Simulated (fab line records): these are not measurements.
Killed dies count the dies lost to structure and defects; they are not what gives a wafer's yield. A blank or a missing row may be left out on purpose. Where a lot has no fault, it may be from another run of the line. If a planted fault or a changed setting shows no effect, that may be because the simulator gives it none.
fab line records	flow sky130
[record] lots = 7	wafers = 21	last-day = 50
route steps=708 shown VIA4@650 METAL5@661 PAD_OPEN@708
lots that met no fault: from a run of the same line without faults
start-h: hours from the record's first day to the start of the lot's first wafer shown	wait-h: hours elapsed since this lot's preceding step	" same as the row above	L1.1+2: a single row standing in for several wafers	- no value, or no start was given	* or withheld: withheld	< > ~ a bound
route shown NAME@n: a module of which the file shows steps, and the number in the route of the first	usual: the fault-free wafers' mean and standard deviation	same: alike in all rows	chamber/n: place in a boat	sites: readings site by site	_std_site: how widely they spread, as a standard deviation	_edge_site: inner sites' mean taken away from outer sites' mean	radius-mm: for every site, how far away it sits from the centre of the wafer	mask NAME#n: copy n	behind: the tool/chamber that last shaped the wafer	hold: why the lot was held/for how many hours/how that ended	device: the transistor (n, p or np) that didn't switch	end of line: the route-end tests of the same wafers	where a step has no rows: the recipe by itself	killed: at the first sort, the dies lost to defects and structure; wafer yield is something else	map: the dies of a wafer, with x for killed, . for not killed, _ for no die there
set.NAME: the setting the step ran with; set.NAME@STEP: the setting that earlier step ran with	model.NAME: the simulator's own value behind a step, which no gauge read
certain route steps with their lots: each step a table, each wafer a row
services: a tool's chamber out of use, with start hour (start-h, from the record's first day; less than 0 if before it), hours out, and reason
[[steps]]
[step SKY_VIA4_OVL_MEAS_11]
[usual] VIA4_OVL = 0.5/1.4
lot.wafer	tool	chamber	start-h	wait-h	VIA4_OVL[nm]
L261.3	overlay-01	-	1020.52	0.1	3.3
L261.5	"	-	"	"	0.5
L261.6	"	-	"	"	2.4
L263.2	overlay-02	-	1027.31	0.1	4.1
L263.4	"	-	"	"	1.6
L263.5	"	-	"	"	2.5
L266.2	overlay-01	-	1057.56	0.1	-0.7
L266.3	"	-	"	"	1.0
L266.6	"	-	"	"	1.0
L276.1	overlay-01	-	1116.39	0.1	-1.2
L276.3	"	-	"	"	-0.5
L276.5	"	-	"	"	-0.7
L275.1	overlay-02	-	1117.39	0.1	-0.1
L275.4	"	-	"	"	-0.2
L275.6	"	-	"	"	0.1
L279.2	overlay-02	-	1139.62	0.1	0.2
L279.3	"	-	"	"	0.8
L279.6	"	-	"	"	2.0
L282.2	overlay-01	-	1149.41	0.1	-1.5
L282.3	"	-	"	"	-1.0
L282.6	"	-	"	"	-1.0
[step SKY_VIA4_ETCH_12]
[recipe] target = SiO2	chemistry = C4F8/O2/Ar	stop-on = TiN	mask-material = NOVOLAK	source-w = 1500	bias-w = 1200	pressure-mtorr = 40	c4f8-flow-sccm = withheld	O2_flow_sccm = 6	Ar_flow_sccm = 300	time-s = withheld	target-depth-a = 5800
[step SKY_VIA4_STRIP_13]
[recipe] chemistry = O2/N2	power-w = 1400	pressure-mtorr = 1500	platen-temp-c = withheld	o2-flow-sccm = 3000	n2-flow-sccm = 300	overash-fraction = 0.5
[usual] drypump-motor-current-A = 5.6/0.48	oes-product-au = 0.710/0.0043	strip-time-to-endpoint-s = 12.804/0.027
lot.wafer	tool	chamber	start-h	wait-h	drypump-motor-current-A	oes-product-au	rf-hours-counter-h	strip-time-to-endpoint-s
L261.3	plasma-asher-02	0	1020.65	-	4.9	0.709	-	12.847
L261.5	"	0	"	"	4.9	0.715	-	12.810
L261.6	"	1	"	"	6.2	0.715	-	12.814
L263.2	plasma-asher-02	0	1027.42	-	4.9	0.712	122	12.802
L263.4	"	1	"	"	6.1	0.708	-	12.819
L263.5	"	1	"	"	6.2	0.708	-	12.817
L266.2	plasma-asher-01	1	1057.66	-	5.7	0.709	63	12.802
L266.3	"	1	"	"	5.7	0.711	-	12.817
L266.6	"	1	"	"	5.7	0.707	-	12.790
L276.1	plasma-asher-01	1	1116.50	-	5.7	0.715	69	12.803
L276.3	"	1	"	"	5.7	0.714	-	12.769
L276.5	"	1	"	"	5.7	0.713	-	12.845
L275.1	plasma-asher-01	1	1117.50	-	5.7	0.713	69	12.783
L275.4	"	0	"	"	6.1	0.715	-	12.817
L275.6	"	0	"	"	6.1	0.710	-	12.767
L279.2	plasma-asher-01	1	1139.72	-	5.7	0.712	71	12.853
L279.3	"	1	"	"	5.7	0.706	-	12.874
L279.6	"	0	"	"	6.1	0.711	-	12.816
L282.2	plasma-asher-01	1	1149.51	-	5.7	0.708	72	12.785
L282.3	"	1	"	"	5.7	0.714	-	12.849
L282.6	"	1	"	"	5.7	0.707	-	12.837
[step SKY_VIA4_STRIP_14]
[recipe] chemistry = post-etch-residue-remover	time-s = 1200	temp-c = 72.5
[step SKY_VIA4_CLEAN_15]
[recipe] chemistry = IPA	time-s = 180	temp-c = 25
[step SKY_VIA4_CLEAN_16]
[recipe] chemistry = O3/DIW	dry = n2-spin
[step SKY_VIA4_SPUTTER_17]
[recipe] material = TiN	target-thk-nm = 20	chamber-pressure-pa = 5	power-w = 4000	time-s = 80
[usual] cathode-dc-power-W = 4000.0/0.66	throttle-valve-pct = 29.9/1.3
lot.wafer	tool	chamber	start-h	wait-h	cathode-dc-power-W	throttle-valve-pct
L261.3	pvd-sputter-03	-	1021.25	0.0	4001.0	30.1
L261.5	"	-	"	"	4000.3	30.2
L261.6	"	-	"	"	3999.8	29.1
L263.2	pvd-sputter-01	-	1028.03	0.0	3999.7	32.3
L263.4	"	-	"	"	4000.7	28.4
L263.5	"	-	"	"	4000.5	30.0
L266.2	pvd-sputter-01	-	1058.25	0.0	4000.2	30.0
L266.3	"	-	"	"	4000.1	28.5
L266.6	"	-	"	"	3999.2	30.0
L276.1	pvd-sputter-04	-	1117.09	0.0	4000.1	30.2
L276.3	"	-	"	"	4000.1	29.4
L276.5	"	-	"	"	3999.9	31.0
L275.1	pvd-sputter-01	-	1118.13	0.0	3999.9	30.1
L275.4	"	-	"	"	4000.2	30.0
L275.6	"	-	"	"	3999.7	30.2
L279.2	pvd-sputter-01	-	1140.31	0.0	4000.0	30.1
L279.3	"	-	"	"	3999.9	29.9
L279.6	"	-	"	"	4000.2	28.3
L282.2	pvd-sputter-04	-	1150.22	0.0	4001.3	30.0
L282.3	"	-	"	"	4000.8	29.2
L282.6	"	-	"	"	4000.1	29.0
[step SKY_VIA4_CVD_18]
[recipe] material = W	target-thk-nm = 505	time-s = 152.14	temp-c = 400	pressure-torr = 40
[step SKY_VIA4_RS_MEAS_19]
[recipe] thk-meas-gauge = four-point-probe	reads = W_of_VIA4_CVD_18+TiN_of_VIA4_SPUTTER_17
[usual] VIA4_W_RS = 0.2256/0.0021
lot.wafer	tool	chamber	start-h	wait-h	VIA4_W_RS[ohm/sq]
L261.3	film-metro-01	-	1021.50	0.1	0.2259
L261.5	"	-	"	"	0.2241
L261.6	"	-	"	"	0.2281
L263.2	film-metro-01	-	1028.41	0.2	0.2233
L263.4	"	-	"	"	0.2251
L263.5	"	-	"	"	0.2244
L266.2	film-metro-01	-	1058.48	0.1	0.2236
L266.3	"	-	"	"	0.2240
L266.6	"	-	"	"	0.2242
L276.1	film-metro-04	-	1117.30	0.1	0.2276
L276.3	"	-	"	"	0.2232
L276.5	"	-	"	"	0.2232
L275.1	film-metro-01	-	1118.34	0.1	0.2263
L275.4	"	-	"	"	0.2263
L275.6	"	-	"	"	0.2261
L279.2	film-metro-02	-	1140.54	0.1	0.2259
L279.3	"	-	"	"	0.2287
L279.6	"	-	"	"	0.2237
L282.2	film-metro-02	-	1150.46	0.1	0.2242
L282.3	"	-	"	"	0.2299
L282.6	"	-	"	"	0.2253
[step SKY_VIA4_THK_MEAS_20]
[recipe] thk-meas-gauge = xrf	reads = W_of_VIA4_CVD_18
[usual] VIA4_W_THK = 520/5.6
lot.wafer	tool	chamber	start-h	wait-h	VIA4_W_THK[nm]
L261.3	film-metro-01	-	1021.60	0.1	524
L261.5	"	-	"	"	527
L261.6	"	-	"	"	518
L263.2	film-metro-01	-	1028.52	0.1	529
L263.4	"	-	"	"	523
L263.5	"	-	"	"	525
L266.2	film-metro-01	-	1058.59	0.1	527
L266.3	"	-	"	"	518
L266.6	"	-	"	"	521
L276.1	film-metro-04	-	1117.42	0.1	512
L276.3	"	-	"	"	524
L276.5	"	-	"	"	524
L275.1	film-metro-01	-	1118.46	0.1	523
L275.4	"	-	"	"	522
L275.6	"	-	"	"	521
L279.2	film-metro-02	-	1140.65	0.1	519
L279.3	"	-	"	"	513
L279.6	"	-	"	"	524
L282.2	film-metro-02	-	1150.57	0.1	526
L282.3	"	-	"	"	513
L282.6	"	-	"	"	522
[step SKY_VIA4_CMP_21]
[recipe] stop-on = SiO2	t-overpolish-s = 25	down-force-psi = 3.5	platen-rpm = 60	target-thk-nm = 0	pad-velocity-m-s = 0.94248
[usual] motor-current-A = 11.1/0.64	overpolish-run-s = 24.998/0.0088	retaining-ring-pressure-frac = 1.000/0.0047	time-to-endpoint-s = 124/4.5
lot.wafer	tool	chamber	start-h	wait-h	motor-current-A	overpolish-run-s	retaining-ring-pressure-frac	time-to-endpoint-s
L261.3	cmp-02	1	1022.36	0.8	10.8	24.983	0.993	122
L261.6	"	3	"	"	10.1	25.000	1.005	118
L261.5	"	0	"	"	11.3	25.001	0.998	125
L263.2	cmp-02	3	1028.85	0.3	10.5	25.014	0.995	120
L263.4	"	1	"	"	11.0	24.990	0.994	125
L263.5	"	2	"	"	11.7	25.007	1.003	123
L266.2	cmp-01	1	1058.74	0.1	9.8	24.991	1.008	127
L266.3	"	2	"	"	11.5	25.015	1.008	128
L266.6	"	0	"	"	11.8	24.997	0.999	133
L276.1	cmp-02	1	1117.48	0.1	10.0	24.988	1.005	116
L276.3	"	3	"	"	11.1	24.990	0.990	117
L276.5	"	2	"	"	11.8	25.004	0.994	122
L275.1	cmp-02	2	1118.55	0.1	12.3	24.987	0.999	127
L275.4	"	3	"	"	10.3	24.988	0.996	124
L275.6	"	3	"	"	10.7	25.002	0.999	120
L279.2	cmp-01	1	1140.70	0.0	10.3	25.006	0.996	120
L279.3	"	2	"	"	11.6	24.999	0.995	119
L279.6	"	1	"	"	10.1	24.999	1.004	122
L282.3	cmp-01	1	1150.62	0.0	10.1	25.000	1.001	116
L282.2	"	0	"	"	12.0	24.991	0.999	117
L282.6	"	1	"	"	10.2	24.998	0.996	117
[step SKY_METAL5_SPUTTER_00]
[recipe] material = Ti	target-thk-nm = 15	power-w = 3000	time-s = 10	chamber-pressure-pa = 0.4
[usual] cathode-dc-power-W = 2999.9/0.5	throttle-valve-pct = 29.5/1.1
lot.wafer	tool	chamber	start-h	wait-h	cathode-dc-power-W	throttle-valve-pct
L261.3	pvd-sputter-03	-	1022.56	0.1	3000.2	28.9
L261.5	"	-	"	"	2999.4	29.9
L261.6	"	-	"	"	2999.0	29.1
L263.2	pvd-sputter-02	-	1029.10	0.2	3000.5	29.7
L263.4	"	-	"	"	2999.8	29.9
L263.5	"	-	"	"	2999.9	29.3
L266.2	pvd-sputter-04	-	1058.94	0.1	2999.7	31.1
L266.3	"	-	"	"	2999.7	29.3
L266.6	"	-	"	"	3000.7	27.6
L276.1	pvd-sputter-04	-	1117.78	0.2	2999.3	30.5
L276.3	"	-	"	"	3000.1	30.1
L276.5	"	-	"	"	2999.7	31.1
L275.1	pvd-sputter-04	-	1118.85	0.2	2999.7	27.6
L275.4	"	-	"	"	2999.8	31.3
L275.6	"	-	"	"	3000.4	29.2
L279.2	pvd-sputter-04	-	1141.00	0.2	2999.6	30.6
L279.3	"	-	"	"	2999.1	29.9
L279.6	"	-	"	"	3000.1	27.4
L282.2	pvd-sputter-03	-	1150.92	0.1	2999.7	30.1
L282.3	"	-	"	"	2999.1	28.8
L282.6	"	-	"	"	2999.9	28.8
[step SKY_METAL5_SPUTTER_01]
[recipe] material = TiN	target-thk-nm = 20	power-w = 6500	time-s = 16.7	chamber-pressure-pa = 0.4
[usual] cathode-dc-power-W = 6500.0/1.1	throttle-valve-pct = 29.5/1.1
lot.wafer	tool	chamber	start-h	wait-h	cathode-dc-power-W	throttle-valve-pct	model.TiN_of_METAL5_SPUTTER_01.thk-nm
L261.3	pvd-sputter-03	-	1022.59	0.0	6499.7	28.9	19.6
L261.5	"	-	"	"	6501.4	30.2	19.85
L261.6	"	-	"	"	6500.1	28.7	19.73
L263.2	pvd-sputter-02	-	1029.13	0.0	6500.8	29.7	19.82
L263.4	"	-	"	"	6498.4	29.7	19.67
L263.5	"	-	"	"	6501.3	29.6	19.79
L266.2	pvd-sputter-04	-	1058.97	0.0	6499.5	30.8	20.18
L266.3	"	-	"	"	6499.2	29.4	19.85
L266.6	"	-	"	"	6499.1	27.7	19.76
L276.1	pvd-sputter-04	-	1117.81	0.0	7256.9	30.9	22.33
L276.3	"	-	"	"	6497.8	30.0	20.21
L276.5	"	-	"	"	7257.9	30.6	22.38
L275.1	pvd-sputter-04	-	1118.87	0.0	6499.3	27.6	19.25
L275.4	"	-	"	"	7255.4	30.5	22.14
L275.6	"	-	"	"	6499.6	29.3	19.38
L279.2	pvd-sputter-04	-	1141.02	0.0	7255.7	30.7	22.18
L279.3	"	-	"	"	6498.2	30.0	20
L279.6	"	-	"	"	6500.6	27.6	19.51
L282.2	pvd-sputter-03	-	1150.94	0.0	6499.6	29.8	19.75
L282.3	"	-	"	"	6501.0	29.1	19.81
L282.6	"	-	"	"	6497.9	28.9	20.01
[step SKY_METAL5_SPUTTER_02]
[recipe] material = AlCu	target-thk-nm = 1150	power-w = 10600	time-s = 61.2	chamber-pressure-pa = 0.4
[usual] cathode-dc-power-W = 10600/1.9	throttle-valve-pct = 29.5/1.1
lot.wafer	tool	chamber	start-h	wait-h	cathode-dc-power-W	throttle-valve-pct
L261.3	pvd-sputter-03	-	1022.61	0.0	10602	29.0
L261.5	"	-	"	"	10597	30.0
L261.6	"	-	"	"	10597	29.0
L263.2	pvd-sputter-02	-	1029.15	0.0	10601	29.7
L263.4	"	-	"	"	10602	29.6
L263.5	"	-	"	"	10601	29.5
L266.2	pvd-sputter-04	-	1058.99	0.0	10601	30.8
L266.3	"	-	"	"	10599	29.2
L266.6	"	-	"	"	10603	27.3
L276.1	pvd-sputter-04	-	1117.83	0.0	10597	30.7
L276.3	"	-	"	"	10600	30.0
L276.5	"	-	"	"	10602	31.0
L275.1	pvd-sputter-04	-	1118.90	0.0	10598	27.5
L275.4	"	-	"	"	10602	30.7
L275.6	"	-	"	"	10601	29.4
L279.2	pvd-sputter-04	-	1141.05	0.0	10601	30.9
L279.3	"	-	"	"	10605	30.0
L279.6	"	-	"	"	10600	27.6
L282.2	pvd-sputter-03	-	1150.97	0.0	10601	30.4
L282.3	"	-	"	"	10595	29.1
L282.6	"	-	"	"	10599	29.2
[step SKY_PAD_OPEN_PROBE_99]
[usual] defect-limited-yield = 82.4/1.9	killed_at_M0_to_M3 = 43/6.7	killed_at_M4_up = 3.1/1.9	killed-at-contacts = 25/5	killed-at-front-end = 15/4	killed-at-other = 0.4/0.69	killed-dies = 87/9.2	killed-open = 46/7.1	killed-short = 40/6.8	sort_bin_3_pad_short = 0.9/0.48	sort_bin_5_function = 10.3/1.5	sort_bin_6_memory = 6.4/1.2	sort-n-pass = 405/9.2	sort-yield-pct = 82.4/1.9
[same] gross-dies = 492	killed-at-back-side = 0	sort_bin_4_leakage[%] = 0	sort_bin_8_speed[%] = 0
lot.wafer	tool	chamber	start-h	wait-h	defect-limited-yield[%]	killed_at_M0_to_M3	killed_at_M4_up	killed-at-contacts	killed-at-front-end	killed-at-other	killed-dies	killed-open	killed-short	sort_bin_3_pad_short[%]	sort_bin_5_function[%]	sort_bin_6_memory[%]	sort-n-pass	sort-yield-pct[%]
L263.2	prober-02	-	1098.29	0.1	78.9	46	2	37	19	0	104	63	41	1.0	12.2	7.9	388	78.9
L263.4	prober-02	-	1098.39	0.2	83.5	39	6	22	14	0	81	53	27	1.0	9.3	6.1	411	83.5
L263.5	prober-02	-	1098.44	0.2	83.9	44	1	18	16	0	79	31	48	1.4	10.4	4.3	413	83.9
L276.1	prober-01	-	1175.57	0.1	82.5	37	3	26	18	2	86	42	42	0.6	10.2	6.7	406	82.5
L276.3	prober-01	-	1175.67	0.2	81.9	42	4	21	20	2	89	42	45	1.2	10.8	6.1	403	81.9
L276.5	prober-01	-	1175.77	0.2	86.4	39	1	20	6	1	67	31	34	1.4	8.3	3.9	425	86.4
L275.1	prober-02	-	1177.07	0.1	82.1	52	3	25	7	1	88	39	49	0.6	11.6	5.7	404	82.1
L275.4	prober-02	-	1177.22	0.2	81.5	46	2	27	16	0	91	54	37	0.6	12.2	5.7	401	81.5
L275.6	prober-02	-	1177.32	0.2	86.8	40	0	16	8	1	65	31	34	1.8	6.9	4.5	427	86.8
// killed by level:class
L263.2 VIA1:geometric-particle:open=15 LI_CONTACT:geometric-particle:open=11 CONTACT:geometric-particle:open=10 LOCAL_INTERCONNECT:geometric-particle:short=8 VIA3:geometric-particle:open=7 VIA1:geometric-particle:short=6 VIA2:geometric-particle:open=6 FIELD_ISO:geometric-particle:open=5
L263.4 LI_CONTACT:geometric-particle:open=10 CONTACT:geometric-particle:open=9 VIA1:geometric-particle:open=8 VIA2:geometric-particle:open=6 POLY_GATE:geometric-particle:open=5 METAL2:geometric-particle:open=5 POLY_GATE:geometric-particle:short=4 METAL3:geometric-particle:open=4
L263.5 VIA1:geometric-particle:short=9 VIA1:geometric-particle:open=8 CONTACT:geometric-particle:short=6 METAL1:geometric-particle:short=6 FIELD_ISO:geometric-particle:open=5 METAL3:geometric-particle:short=5 VIA3:geometric-particle:open=5 CONTACT:geometric-particle:open=5
L276.1 VIA1:geometric-particle:open=10 VIA2:geometric-particle:open=9 CONTACT:geometric-particle:short=8 POLY_GATE:geometric-particle:short=5 LI_CONTACT:geometric-particle:open=5 CONTACT:geometric-particle:open=5 METAL2:geometric-particle:short=5 FIELD_ISO:geometric-particle:open=4
L276.3 CONTACT:geometric-particle:open=9 VIA1:geometric-particle:open=9 VIA3:geometric-particle:open=7 VIA2:geometric-particle:open=6 METAL1:geometric-particle:short=6 POLY_GATE:geometric-particle:short=5 CONTACT:geometric-particle:short=5 POLY_GATE:geometric-particle:open=4
L276.5 VIA3:geometric-particle:open=9 LI_CONTACT:geometric-particle:open=8 VIA1:geometric-particle:open=8 LI_CONTACT:geometric-particle:short=6 VIA1:geometric-particle:short=4 METAL3:geometric-particle:short=4 CONTACT:geometric-particle:short=3 METAL1:geometric-particle:short=3
L275.1 VIA3:geometric-particle:open=10 METAL2:geometric-particle:short=9 CONTACT:geometric-particle:open=8 METAL1:geometric-particle:short=7 VIA1:geometric-particle:open=6 LI_CONTACT:geometric-particle:open=6 METAL3:geometric-particle:short=5 VIA1:geometric-particle:short=5
L275.4 CONTACT:geometric-particle:open=11 VIA2:geometric-particle:open=9 LI_CONTACT:geometric-particle:open=7 VIA1:geometric-particle:open=7 VIA3:geometric-particle:open=7 METAL1:geometric-particle:short=6 POLY_GATE:geometric-particle:open=5 CONTACT:geometric-particle:short=5
L275.6 VIA1:geometric-particle:open=9 VIA3:geometric-particle:open=7 VIA1:geometric-particle:short=6 METAL2:geometric-particle:short=5 LI_CONTACT:geometric-particle:short=4 VIA2:geometric-particle:open=4 POLY_GATE:geometric-particle:open=3 VIA2:geometric-particle:short=3
[[services]]
tool	chamber	start-h	hours	kind
pvd-sputter-02	-	1007.90	8.5	repair
cmp-01	-	1011.31	9.1	pm
cmp-02	-	1015.32	3.3	repair
pvd-sputter-01	2	1021.16	-	consumable-replace:kit
pvd-sputter-01	2	1021.16	18.0	scheduled-down
pvd-sputter-01	2	1021.16	18.0	vent-cycle
pvd-sputter-02	3	1021.46	-	consumable-replace:kit
plasma-asher-02	-	1055.25	9.0	pm
cmp-02	-	1064.12	0.5	repair
cmp-01	-	1080.93	1.0	repair
cmp-01	-	1084.00	4.0	pm
pvd-sputter-03	-	1109.79	8.8	repair
cmp-02	-	1120.78	1.5	repair
pvd-sputter-01	1	1120.88	-	consumable-replace:kit
pvd-sputter-01	1	1120.88	18.0	scheduled-down
pvd-sputter-01	1	1120.88	18.0	vent-cycle
pvd-sputter-03	3	1121.45	-	consumable-replace:kit
pvd-sputter-03	3	1121.45	18.0	scheduled-down
pvd-sputter-03	3	1121.45	18.0	vent-cycle
pvd-sputter-04	3	1141.17	-	consumable-replace:kit
pvd-sputter-04	3	1141.17	18.0	scheduled-down
pvd-sputter-04	3	1141.17	18.0	vent-cycle
cmp-02	-	1144.69	2.4	repair
plasma-asher-02	-	1146.75	1.4	repair
[[key]]
[first-sign] step = SKY_METAL5_SPUTTER_01	reading = cathode-dc-power-W	direction = up	sigmas = 99+	usual = 6500.0	struck = 7256.5
effect none on later readings
[model-effect] step = SKY_METAL5_SPUTTER_01	value = TiN_of_METAL5_SPUTTER_01.thk-nm	without = 19.93	struck = 22.26
met-at SKY_METAL5_SPUTTER_01
struck-wafers L275.4,L276.1,L276.5,L279.2
onset-between 1058.97 1117.81
[fault] kind = process-parameter-drift	tool = pvd-sputter-04	chamber = -	onset-h = 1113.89	steps = SKY_METAL5_SPUTTER_01	channel = power-w	offset = *	shape = step	end-h = 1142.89	acts-in = *	stated = *	scope = struck-wafers-only
